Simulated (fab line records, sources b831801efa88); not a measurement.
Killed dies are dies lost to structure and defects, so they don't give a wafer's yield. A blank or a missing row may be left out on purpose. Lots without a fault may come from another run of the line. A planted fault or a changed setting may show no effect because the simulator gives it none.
Which tool did it? | flow gf180mcu | 6 lots, 18 wafers sampled, at 2 steps of a route of 602

WHAT THE GAUGES READ, wafer by wafer
GF_V2_CD_MEAS_14: target cd 260 nm.
lot  | measured     | on        | cd_nm (nm)
L191 | day 20 14:22 | cd_sem-01 | 259.8 260.0 258.9
L194 | day 21 16:35 | cd_sem-01 | 259.5 259.7 259.3
L202 | day 24 16:46 | cd_sem-02 | 267.6 267.5 267.1
L207 | day 26 07:55 | cd_sem-02 | 259.1 259.5 258.5
L211 | day 27 07:49 | cd_sem-02 | 261.3 262.3 261.4
L213 | day 28 00:55 | cd_sem-02 | 260.5 261.0 260.7

WHICH TOOL RAN EACH LOT (tool, then ch and the chambers of the sampled wafers, then the start)
lot  | GF_V2_COAT_09
L191 | litho_track-04 ch 0, day 20 01:00
L194 | litho_track-03 ch 0, day 21 04:00
L202 | litho_track-04 ch 0, day 24 05:00
L207 | litho_track-02 ch 0, day 25 21:00
L211 | litho_track-03 ch 0, day 26 21:00
L213 | litho_track-02 ch 0, day 27 14:00
- GF_V2_COAT_09: resist thk 1000 nm.

THE ANSWER, worked out from the rows above alone
Rule: what is usual is taken from the lots themselves. Put in order of their means at a reading, lots are off if they are a third of the lots or fewer, leave a main group of 4 or more, and stand apart from it by a gap of 3 or more times the standard deviation of the main group's means; of several such gaps the widest counts. A main group whose means are all the same, to the digits that the tables above print for the reading, isn't used. A lot without any number at a reading at which 4 lots or more have one is off too. The other lots that the step has rows for count as sound.
Off: L202, at GF_V2_CD_MEAS_14 (cd_nm). The main group: mean 260.1 nm, standard deviation 0.96.
A tool fits if, at a process step before that reading, it ran every lot that is off, and no sound lot after the first of them. The gauges at GF_V2_CD_MEAS_14 are tried like those tools. One fits: litho_track-04 at GF_V2_COAT_09. Its last sound lot is L191 (day 20 01:00), its first lot that is off L202 (day 24 05:00): a fault that began between those two fits.

WHAT THE SIMULATOR HAD PUT IN
Process parameter drift: litho_track-04, from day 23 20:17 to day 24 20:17, at GF_V2_COAT_09. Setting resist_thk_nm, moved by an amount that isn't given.
Lots struck among those shown: L202. The rule above found the same.
